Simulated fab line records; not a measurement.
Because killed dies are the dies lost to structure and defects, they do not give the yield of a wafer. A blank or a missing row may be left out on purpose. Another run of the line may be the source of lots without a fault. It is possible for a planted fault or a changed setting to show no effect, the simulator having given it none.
fab line records    flow gf180mcu
[record] lots = 5  wafers = 15  last-day = 33
route steps=602 shown V3@448 M4@456 V4@476
lots with no fault: from the same line, run without faults
start-h: hours from the record's first day to the start of the lot's first wafer shown    wait-h: hours from the lot's prior step to this one    " the same as in the row above    L1.1+2: one row covering several wafers at once    - no value, or no start was given    * or withheld: withheld    < > ~ a bound
route shown NAME@n: NAME is a module with steps in the file, n the number in the route of the first one    usual: average and standard deviation across the fault-free wafers    same: alike in all rows    chamber/n: place in a boat    sites: the reading at each site    _std_site: standard deviation across them    _edge_site: outer sites' mean less inner sites'    radius-mm: how far each site lies from the wafer's centre    mask NAME#n: copy n    behind: tool/chamber where the wafer was last shaped    hold: why the lot was held/for how many hours/how that ended    device: which transistor (n, p or np) failed to switch    end of line: tests run on the same wafers once the route is complete    for a step that has no rows: nothing shown but its recipe    killed: the dies lost at the first sort to structure and to defects; this is not the yield of the wafer    map: dies across one wafer; x = killed, . = not, _ = none there
set.NAME: the setting as run; set.NAME@STEP: as run at that earlier step    model.NAME: the simulator's own value behind a step, which no gauge read
a table for each step, a row for each wafer; lots at some steps of the route
services: the hour from which a tool's chamber was out of use, counted from the record's first day as start-h (under 0 if before that day), plus the number of hours and why
[[steps]]
[step GF_V3_STRIP_19]
[recipe] chemistry = post-etch-residue-remover  time-s = 1200  temp-c = 72.5
[step GF_V3_CLEAN_20]
[recipe] chemistry = DIW  dry = n2-spin
[step GF_V3_SPUTTER_21]
[recipe] material = Ti  target-thk-nm = 15  chamber-pressure-pa = 5  power-w = 2500  substrate-temp-c = 200  time-s = 80.02
[step GF_V3_SPUTTER_22]
[recipe] material = TiN  target-thk-nm = 10  chamber-pressure-pa = 5  power-w = 4000  time-s = 40
[step GF_V3_CVD_23]
[recipe] material = W  target-thk-nm = 350  time-s = 104.9  temp-c = 400  pressure-torr = 40
[usual] heater-power-w = 931/110
lot.wafer  tool      chamber  start-h  wait-h  heater-power-w
L806.1     cvd-w-01  0        529.08   0.0     1072
L806.4     "         1        "        "       805
L806.6     "         1        "        "       806
L809.4     cvd-w-01  0        563.23   0.1     1076
L809.5     "         1        "        "       800
L809.6     "         0        "        "       1040
L818.1     cvd-w-01  1        620.75   0.0     805
L818.2     "         0        "        "       1082
L818.6     "         1        "        "       810
L822.1     cvd-w-01  1        651.22   0.0     809
L822.5     "         0        "        "       1051
L822.6     "         1        "        "       801
L825.1     cvd-w-01  1        660.98   0.0     793
L825.5     "         1        "        "       804
L825.6     "         0        "        "       1077
[step GF_V3_RS_MEAS_24]
[recipe] thk-meas-gauge = four-point-probe  reads = W_of_V3_CVD_23+TiN_of_V3_SPUTTER_22+Ti_of_V3_SPUTTER_21
[usual] V3_W_RS = 0.327/0.0032
lot.wafer  tool           chamber  start-h  wait-h  V3_W_RS[ohm/sq]
L806.1     film-metro-04  -        529.19   0.1     0.321
L806.4     "              -        "        "       0.323
L806.6     "              -        "        "       0.323
L809.4     film-metro-04  -        563.37   0.1     0.326
L809.5     "              -        "        "       0.325
L809.6     "              -        "        "       0.324
L818.1     film-metro-02  -        620.86   0.1     0.323
L818.2     "              -        "        "       0.324
L818.6     "              -        "        "       0.326
L822.1     film-metro-02  -        651.33   0.1     0.328
L822.5     "              -        "        "       0.327
L822.6     "              -        "        "       0.326
L825.1     film-metro-02  -        661.09   0.1     0.326
L825.5     "              -        "        "       0.327
L825.6     "              -        "        "       0.327
[step GF_V3_THK_MEAS_25]
[recipe] thk-meas-gauge = xrf  reads = W_of_V3_CVD_23
[usual] V3_W_THK = 361/6.4
lot.wafer  tool           chamber  start-h  wait-h  V3_W_THK[nm]
L806.1     film-metro-04  -        529.31   0.1     358
L806.4     "              -        "        "       353
L806.6     "              -        "        "       356
L809.4     film-metro-04  -        563.46   0.1     354
L809.5     "              -        "        "       355
L809.6     "              -        "        "       357
L818.1     film-metro-02  -        620.98   0.1     366
L818.2     "              -        "        "       364
L818.6     "              -        "        "       363
L822.1     film-metro-02  -        651.45   0.1     364
L822.5     "              -        "        "       365
L822.6     "              -        "        "       369
L825.1     film-metro-02  -        661.21   0.1     368
L825.5     "              -        "        "       367
L825.6     "              -        "        "       367
[step GF_V3_CMP_26]
[recipe] stop-on = SiO2  down-force-psi = 3.5  platen-rpm = 60  t-overpolish-s = 15  target-thk-nm = 0  pad-velocity-m-s = 0.94248
[usual] motor-current-A = 11.4/0.81  overpolish-run-s = 15.000/0.0089  time-to-endpoint-s = 87/3.7
lot.wafer  tool    chamber  start-h  wait-h  motor-current-A  overpolish-run-s  time-to-endpoint-s
L806.1     cmp-02  3        529.37   0.1     12.2             14.999            97
L806.4     "       2        "        "       13.2             15.005            93
L806.6     "       0        "        "       11.5             15.002            94
L809.4     cmp-02  2        563.49   0.0     13.0             15.001            85
L809.6     "       2        "        "       13.2             14.994            85
L809.5     "       3        "        "       11.5             15.003            82
L818.2     cmp-01  1        621.04   0.0     11.1             15.010            89
L818.1     "       3        "        "       10.2             14.990            80
L818.6     "       1        "        "       11.5             14.994            89
L822.1     cmp-02  1        651.66   0.2     11.6             14.974            86
L822.5     "       2        "        "       13.1             14.995            86
L822.6     "       3        "        "       12.4             14.983            86
L825.1     cmp-01  0        661.32   0.1     11.5             14.997            89
L825.6     "       3        "        "       11.0             14.992            87
L825.5     "       0        "        "       11.1             14.986            91
[step GF_M4_SPUTTER_00]
[recipe] material = Ti  target-thk-nm = 37.5  arriving-ion-energy-ev = 80  substrate-temp-c = 200  chamber-pressure-pa = 2  power-w = 4000  time-s = 147.8
[usual] substrate-temp-c = 200.02/0.15  throttle-valve-pct = 30.0/1.2
lot.wafer  tool            chamber  start-h  wait-h  substrate-temp-c  throttle-valve-pct
L806.1     pvd-sputter-03  -        529.67   0.2     200.10            29.3
L806.4     "               -        "        "       200.07            33.3
L806.6     "               -        "        "       199.85            30.0
L809.4     pvd-sputter-02  -        563.79   0.2     199.81            31.9
L809.5     "               -        "        "       199.89            30.7
L809.6     "               -        "        "       199.98            30.1
L818.1     pvd-sputter-03  -        621.34   0.1     200.09            29.3
L818.2     "               -        "        "       200.07            32.9
L818.6     "               -        "        "       199.75            29.9
L822.1     pvd-sputter-02  -        651.81   0.1     199.93            30.8
L822.5     "               -        "        "       200.01            29.0
L822.6     "               -        "        "       199.95            31.9
L825.1     pvd-sputter-01  -        661.57   0.2     200.06            28.8
L825.5     "               -        "        "       200.17            30.4
L825.6     "               -        "        "       200.32            28.8
[step GF_M4_SPUTTER_01]
[recipe] material = TiN  target-thk-nm = 30  power-w = 6500  time-s = 25  chamber-pressure-pa = 0.4
[usual] throttle-valve-pct = 30.0/1.2
lot.wafer  tool            chamber  start-h  wait-h  throttle-valve-pct
L806.1     pvd-sputter-03  -        529.77   0.1     29.4
L806.4     "               -        "        "       32.9
L806.6     "               -        "        "       30.0
L809.4     pvd-sputter-02  -        563.89   0.1     31.7
L809.5     "               -        "        "       30.7
L809.6     "               -        "        "       30.3
L818.1     pvd-sputter-03  -        621.44   0.1     29.7
L818.2     "               -        "        "       32.8
L818.6     "               -        "        "       29.9
L822.1     pvd-sputter-02  -        651.91   0.1     31.2
L822.5     "               -        "        "       28.8
L822.6     "               -        "        "       31.9
L825.1     pvd-sputter-01  -        661.67   0.1     28.9
L825.5     "               -        "        "       30.4
L825.6     "               -        "        "       29.0
[step GF_M4_SPUTTER_02]
[recipe] material = AlCu  target-thk-nm = 450  power-w = 10600  time-s = 23.9  chamber-pressure-pa = 0.4
[step GF_M4_SPUTTER_03]
[recipe] material = Ti  target-thk-nm = 10  substrate-temp-c = 300  chamber-pressure-pa = 0.3  power-w = 3000  time-s = 6.7
[step GF_M4_SPUTTER_04]
[recipe] material = TiN  target-thk-nm = 50  power-w = 6405  time-s = 41.7  chamber-pressure-pa = 0.4
[usual] throttle-valve-pct = 30.0/1.2
lot.wafer  tool            chamber  start-h  wait-h  throttle-valve-pct  model.TiN_of_M4_SPUTTER_04.thk-nm
L806.1     pvd-sputter-03  -        529.85   0.0     29.0                50.05
L806.4     "               -        "        "       33.0                49.8
L806.6     "               -        "        "       29.7                50.33
L809.4     pvd-sputter-02  -        563.97   0.0     31.9                49.3
L809.5     "               -        "        "       30.3                48.8
L809.6     "               -        "        "       30.2                49.47
L818.1     pvd-sputter-03  -        621.52   0.0     29.3                48.77
L818.2     "               -        "        "       32.8                43.08
L818.6     "               -        "        "       29.9                49.66
L822.1     pvd-sputter-02  -        651.99   0.0     30.6                49.7
L822.5     "               -        "        "       29.3                49.62
L822.6     "               -        "        "       31.8                49.7
L825.1     pvd-sputter-01  -        661.75   0.0     28.8                49.39
L825.5     "               -        "        "       30.4                48.83
L825.6     "               -        "        "       28.9                49.5
[step GF_M4_RS_MEAS_05]
[recipe] thk-meas-gauge = four-point-probe  reads = TiN_of_M4_SPUTTER_04+Ti_of_M4_SPUTTER_03+AlCu_of_M4_SPUTTER_02+TiN_of_M4_SPUTTER_01+Ti_of_M4_SPUTTER_00
[usual] M4_ALCU_RS = 0.0697/0.00068
lot.wafer  tool           chamber  start-h  wait-h  M4_ALCU_RS[ohm/sq]
L806.1     film-metro-02  -        529.89   0.0     0.0698
L806.4     "              -        "        "       0.0690
L806.6     "              -        "        "       0.0699
L809.4     film-metro-02  -        564.07   0.1     0.0698
L809.5     "              -        "        "       0.0696
L809.6     "              -        "        "       0.0698
L818.1     film-metro-04  -        621.56   0.0     0.0695
L818.2     "              -        "        "       0.0691
L818.6     "              -        "        "       0.0696
L822.1     film-metro-04  -        652.03   0.0     0.0689
L822.5     "              -        "        "       0.0690
L822.6     "              -        "        "       0.0706
L825.1     film-metro-01  -        661.79   0.0     0.0704
L825.5     "              -        "        "       0.0702
L825.6     "              -        "        "       0.0700
[step GF_M4_THK_MEAS_06]
[recipe] thk-meas-gauge = xrf  reads = AlCu_of_M4_SPUTTER_02
[usual] M4_ALCU_THK = 452/4.8
lot.wafer  tool           chamber  start-h  wait-h  M4_ALCU_THK[nm]
L806.1     film-metro-02  -        530.01   0.1     448
L806.4     "              -        "        "       454
L806.6     "              -        "        "       445
L809.4     film-metro-02  -        564.16   0.1     452
L809.5     "              -        "        "       456
L809.6     "              -        "        "       451
L818.1     film-metro-04  -        621.68   0.1     451
L818.2     "              -        "        "       459
L818.6     "              -        "        "       450
L822.1     film-metro-04  -        652.15   0.1     457
L822.5     "              -        "        "       455
L822.6     "              -        "        "       445
L825.1     film-metro-01  -        661.91   0.1     447
L825.5     "              -        "        "       448
L825.6     "              -        "        "       450
[step GF_M4_DEHYDRATE_07]
[recipe] temp-c = 200  time-s = 60
[step GF_M4_HMDS_08]
[recipe] prime-time-s = 60  prime-temp-c = 120
[step GF_M4_COAT_09]
[recipe] resist = KrF  spin-rpm = withheld  resist-thk-nm = 1000
[step GF_M4_SOFTBAKE_10]
[recipe] temp-c = 130  time-s = 60  resist = KrF
[step GF_M4_EXPOSE_11]
[recipe] mask-id = Metal4  target-cd-nm = 280  na = 0.68  source-shape = conventional  sigma-outer = 0.6  dose-mj = 28
[step GF_M4_PEB_12]
[recipe] peb-temp-c = 135  peb-time-s = 90  resist = KrF
[step GF_M4_DEVELOP_13]
[recipe] develop-time-s = 60  dev-temp-c = 21
[step GF_M4_CD_MEAS_14]
[recipe] target-cd-nm = 280
[usual] cd-nm = 280.3/0.99
lot.wafer  tool       chamber  start-h  wait-h  cd-nm
L806.1     cd-sem-01  -        552.01   0.1     279.5
L806.4     "          -        "        "       280.0
L806.6     "          -        "        "       279.3
L809.4     cd-sem-01  -        586.07   0.1     281.2
L809.5     "          -        "        "       281.7
L809.6     "          -        "        "       281.9
L818.1     cd-sem-02  -        640.98   0.1     279.6
L818.2     "          -        "        "       279.7
L818.6     "          -        "        "       281.2
L822.1     cd-sem-01  -        671.73   0.1     280.2
L822.5     "          -        "        "       279.9
L822.6     "          -        "        "       279.5
L825.1     cd-sem-01  -        681.13   0.1     280.3
L825.5     "          -        "        "       279.4
L825.6     "          -        "        "       280.1
[step GF_M4_OVL_MEAS_15]
[usual] M4_OVL = 1/7.2
lot.wafer  tool        chamber  start-h  wait-h  M4_OVL[nm]
L806.1     overlay-02  -        552.13   0.1     2
L806.4     "           -        "        "       6
L806.6     "           -        "        "       7
L809.4     overlay-01  -        586.15   0.1     0
L809.5     "           -        "        "       -7
L809.6     "           -        "        "       -2
L818.1     overlay-02  -        641.10   0.1     9
L818.2     "           -        "        "       13
L818.6     "           -        "        "       10
L822.1     overlay-02  -        671.85   0.1     11
L822.5     "           -        "        "       8
L822.6     "           -        "        "       10
L825.1     overlay-02  -        681.25   0.1     4
L825.5     "           -        "        "       4
L825.6     "           -        "        "       2
[step GF_M4_METAL_ETCH_16]
[recipe] chemistry = Cl2/BCl3  mask-material = KrF  target-depth-nm = 627.5  stop-on = SiO2  pressure-mtorr = 8  icp-w = 800  bias-w = 140  Cl2_flow_sccm = 80  bcl3-flow-sccm = 40  time-s = 104.6
[usual] bcl3-flow-sccm = 39.99/0.11  drypump-motor-current-A = 5.6/0.43  mfc-cl2-sccm = 80.00/0.26  oes-product-au = 0.971/0.0063  throttle-valve-pct = 28.251/0.01
lot.wafer  tool          chamber  start-h  wait-h  bcl3-flow-sccm  drypump-motor-current-A  mfc-cl2-sccm  oes-product-au  rf-hours-counter-h  throttle-valve-pct
L806.1     rie-metal-01  1        552.16   0.0     39.98           5.5                      80.07         0.978           2.2                 28.261
L806.4     "             0        "        "       39.85           5.7                      79.74         0.978           -                   28.247
L806.6     "             1        "        "       40.01           5.5                      79.76         0.972           -                   28.254
L809.4     rie-metal-03  1        586.20   0.0     39.94           6.2                      79.66         0.969           -                   28.256
L809.5     "             1        "        "       39.88           6.2                      79.99         0.970           -                   28.255
L809.6     "             0        "        "       40.13           6.2                      80.31         0.965           -                   28.249
L818.1     rie-metal-01  1        641.14   0.0     40.14           5.5                      80.17         0.968           5.3                 28.258
L818.2     "             0        "        "       39.94           5.7                      79.82         0.962           0.7                 28.267
L818.6     "             1        "        "       39.97           5.5                      79.40         0.967           -                   28.254
L822.1     rie-metal-01  1        671.89   0.0     39.94           5.5                      79.43         0.976           6.1                 28.238
L822.5     "             1        "        "       39.85           5.5                      79.71         0.969           -                   28.253
L822.6     "             0        "        "       39.99           5.7                      79.46         0.956           -                   28.251
L825.1     rie-metal-03  1        681.29   0.0     39.95           6.2                      80.18         0.959           5.5                 28.234
L825.5     "             1        "        "       39.97           6.2                      80.30         0.969           -                   28.247
L825.6     "             0        "        "       39.86           6.3                      80.39         0.971           -                   28.261
[step GF_M4_STRIP_17]
[recipe] chemistry = O2/N2  power-w = 1400  pressure-mtorr = 1500  platen-temp-c = 250  o2-flow-sccm = 3000  n2-flow-sccm = 300  overash-fraction = 0.5
[step GF_M4_STRIP_18]
[recipe] chemistry = post-etch-residue-remover  time-s = 1200  temp-c = 72.5
[step GF_M4_CLEAN_19]
[recipe] chemistry = DIW  dry = n2-spin
[step GF_V4_CVD_00]
[recipe] material = SiO2  target-thk-nm = 600  sigma-open-frac = 0.3  temp-c = 400  time-s = 100  sih4-flow-sccm = 60  pressure-mtorr = 6
[step GF_V4_THK_MEAS_01]
[recipe] reads = SiO2_of_V4_CVD_00
[usual] V4_CVD_00_THK = 601/5.7
lot.wafer  tool           chamber  start-h  wait-h  V4_CVD_00_THK[nm]
L806.1     film-metro-04  -        552.97   0.0     588
L806.4     "              -        "        "       591
L806.6     "              -        "        "       589
L809.4     film-metro-04  -        586.94   0.0     601
L809.5     "              -        "        "       608
L809.6     "              -        "        "       608
L818.1     film-metro-01  -        641.87   0.0     607
L818.2     "              -        "        "       601
L818.6     "              -        "        "       597
L822.1     film-metro-01  -        672.61   0.0     601
L822.5     "              -        "        "       597
L822.6     "              -        "        "       598
L825.1     film-metro-03  -        682.10   0.1     598
L825.5     "              -        "        "       596
L825.6     "              -        "        "       602
[step GF_V4_CVD_02]
[recipe] material = SiO2  target-thk-nm = 850  precursor = TEOS  temp-c = 400  time-s = 94.851  rf-w = 600
[step GF_V4_THK_MEAS_03]
[recipe] reads = SiO2_of_V4_CVD_02
[usual] V4_CVD_02_THK = 855/11
lot.wafer  tool           chamber  start-h  wait-h  V4_CVD_02_THK[nm]
L806.1     film-metro-01  -        553.14   0.1     834
L806.4     "              -        "        "       842
L806.6     "              -        "        "       845
L809.4     film-metro-04  -        587.07   0.0     853
L809.5     "              -        "        "       866
L809.6     "              -        "        "       867
L818.1     film-metro-03  -        641.99   0.0     839
L818.2     "              -        "        "       837
L818.6     "              -        "        "       859
L822.1     film-metro-03  -        672.74   0.0     842
L822.5     "              -        "        "       862
L822.6     "              -        "        "       867
L825.1     film-metro-03  -        682.23   0.0     855
L825.5     "              -        "        "       873
L825.6     "              -        "        "       869
[step GF_V4_CMP_04]
[recipe] material = SiO2  down-force-psi = 4  platen-rpm = 60  pad-velocity-m-s = 0.94248
[step GF_V4_BOW_MEAS_05]
[recipe] mode = bow
[usual] V4_BOW = 132/9.3
lot.wafer  tool           chamber  start-h  wait-h  V4_BOW[um]
L806.1     film-metro-01  -        553.50   0.1     127
L806.4     "              -        "        "       134
L806.6     "              -        "        "       124
L809.4     film-metro-04  -        587.46   0.3     121
L809.5     "              -        "        "       130
L809.6     "              -        "        "       135
L818.1     film-metro-01  -        642.35   0.1     129
L818.2     "              -        "        "       132
L818.6     "              -        "        "       128
L822.1     film-metro-04  -        673.13   0.2     126
L822.5     "              -        "        "       131
L822.6     "              -        "        "       133
L825.1     film-metro-04  -        682.59   0.2     133
L825.5     "              -        "        "       144
L825.6     "              -        "        "       131
[step GF_V4_DEHYDRATE_06]
[recipe] temp-c = 200  time-s = 60
[step GF_V4_HMDS_07]
[recipe] prime-time-s = 60  prime-temp-c = 120.9
[step GF_V4_COAT_08]
[recipe] resist = BARC  temp-c = withheld  time-s = withheld  spin-rpm = withheld  resist-thk-nm = withheld
[step GF_V4_COAT_09]
[recipe] resist = KrF  spin-rpm = withheld  resist-thk-nm = 1000
[step GF_V4_SOFTBAKE_10]
[recipe] temp-c = 130  time-s = 60  resist = KrF
[step GF_V4_EXPOSE_11]
[recipe] mask-id = Via4  target-cd-nm = 260  na = 0.68  source-shape = conventional  sigma-outer = 0.6  dose-mj = 38
[step GF_V4_PEB_12]
[recipe] peb-temp-c = 135  peb-time-s = 90  resist = KrF
[step GF_V4_DEVELOP_13]
[recipe] develop-time-s = 60  resist = KrF  dev-temp-c = 21
[step GF_V4_STRIP_19]
[recipe] chemistry = post-etch-residue-remover  time-s = 1200  temp-c = 72.5
lot.wafer  tool          chamber  start-h  wait-h  model.TiN_of_M4_SPUTTER_04.thk-nm
L806.1     wet-bench-03  2        575.91   0.1     49.2
L806.4     "             2        "        "       48.96
L806.6     "             2        "        "       49.48
L809.4     wet-bench-02  2        609.05   0.0     48.46
L809.5     "             2        "        "       47.96
L809.6     "             2        "        "       48.63
L818.1     wet-bench-03  2        662.16   0.1     47.93
L818.2     "             2        "        "       42.24
L818.6     "             2        "        "       48.81
L822.1     wet-bench-03  2        693.46   0.1     48.86
L822.5     "             2        "        "       48.77
L822.6     "             2        "        "       48.85
L825.1     wet-bench-03  0        701.76   0.1     48.55
L825.5     "             0        "        "       47.99
L825.6     "             0        "        "       48.66
[[services]]
tool            chamber  start-h  hours  kind
rie-metal-03    -        515.55   2.8    pm
pvd-sputter-01  1        528.35   -      consumable-replace:kit
pvd-sputter-01  1        528.35   18.0   scheduled-down
pvd-sputter-01  1        528.35   18.0   vent-cycle
cmp-02          -        545.42   0.8    repair
pvd-sputter-03  2        562.77   -      consumable-replace:kit
pvd-sputter-03  2        562.77   18.0   scheduled-down
pvd-sputter-03  2        562.77   18.0   vent-cycle
pvd-sputter-03  -        571.32   8.4    repair
cmp-02          -        575.96   4.0    pm
cmp-02          -        579.96   -      consumable-replace:conditioner
pvd-sputter-02  2        581.52   -      consumable-replace:kit
pvd-sputter-02  2        581.52   18.0   scheduled-down
pvd-sputter-02  2        581.52   18.0   vent-cycle
cmp-02          -        591.54   3.5    pm
cvd-w-01        -        613.39   1.4    repair
pvd-sputter-03  -        620.23   1.0    repair
rie-metal-03    -        633.76   4.3    pm
cmp-02          -        634.11   0.3    repair
pvd-sputter-01  -        651.30   9.6    repair
cmp-01          -        668.69   0.5    repair
cvd-w-01        1        672.72   5.4    repair
pvd-sputter-03  -        678.42   2.7    repair
cmp-01          -        684.07   1.4    repair
[[key]]
first-sign none at tools or gauges
[model-effect] step = GF_M4_SPUTTER_04  value = TiN_of_M4_SPUTTER_04.thk-nm  without = 49.72  struck = 43.08
[model-effect] step = GF_V4_STRIP_19  value = TiN_of_M4_SPUTTER_04.thk-nm  without = 48.88  struck = 42.24
met-at GF_M4_SPUTTER_04
struck-wafers L818.2
onset-between 529.85 621.52
[fault] kind = process-parameter-drift  tool = pvd-sputter-03  chamber = -  onset-h = 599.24  steps = GF_M4_SPUTTER_04  channel = target-thk-nm  offset = -6.7416  shape = step  end-h = 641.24  acts-in = these-recipes-only  stated = 50  scope = struck-wafers-only
